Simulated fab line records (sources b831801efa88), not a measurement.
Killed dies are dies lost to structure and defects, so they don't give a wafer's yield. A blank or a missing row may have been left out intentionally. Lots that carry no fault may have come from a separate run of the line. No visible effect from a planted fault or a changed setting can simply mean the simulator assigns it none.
Chamber matching	flow sfq line	SFQ_TRILAYER_I4_CMP_CMP_100 on cmp-01: 4 sister chambers
The step polishes SiO2. 8 wafers are shown with their chamber, then 8 later ones without.

WAFERS PAIRED WITH THEIR CHAMBERS
wafer	chamber	motor current A (A)	retaining ring pressure frac
L613.5	3	10.0	1.002
L615.1	0	11.9	0.997
L617.6	2	8.7	0.996
L620.1	0	12.0	1.007
L622.3	3	10.3	1.004
L622.5	1	9.3	1.002
L622.6	2	8.3	0.994
L623.2	1	8.9	1.002

WAFERS WITH NO CHAMBER GIVEN
wafer	motor current A (A)	retaining ring pressure frac
L623.5	12.2	0.994
L623.6	9.0	0.994
L630.2	12.3	0.998
L630.4	9.6	1.004
L630.6	9.7	0.998
L633.1	8.7	0.997
L633.5	10.4	1.004
L633.6	8.3	0.999

WHICH CHAMBER EACH WENT THROUGH
wafer	from the rows above	in truth
L623.5	0	0
L623.6	can't be placed: 2 or 1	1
L630.2	0	0
L630.4	can't be placed: 1 or 3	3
L630.6	can't be placed: 3 or 1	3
L633.1	can't be placed: 2 or 1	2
L633.5	3	3
L633.6	2	2
Correctly placed: 4 of 8. Cannot be placed on the basis of these rows: 4; the candidates contain the true chamber in 4. 0 placed wrongly.
How it was worked out, from the rows above alone: a wafer's distance from a chamber is the root of the sum, over the readings, of the square of ((its reading less the chamber's mean) divided by the reading's scatter). If the next closest chamber is less than 2 further off than the closest, the wafer can't be placed; otherwise it belongs to the closest. A chamber's mean is the mean of its shown wafers. The scatter: take each reading less its chamber's mean, square it, sum over the shown wafers, divide by the number of wafers less the number of chambers, and take the root.
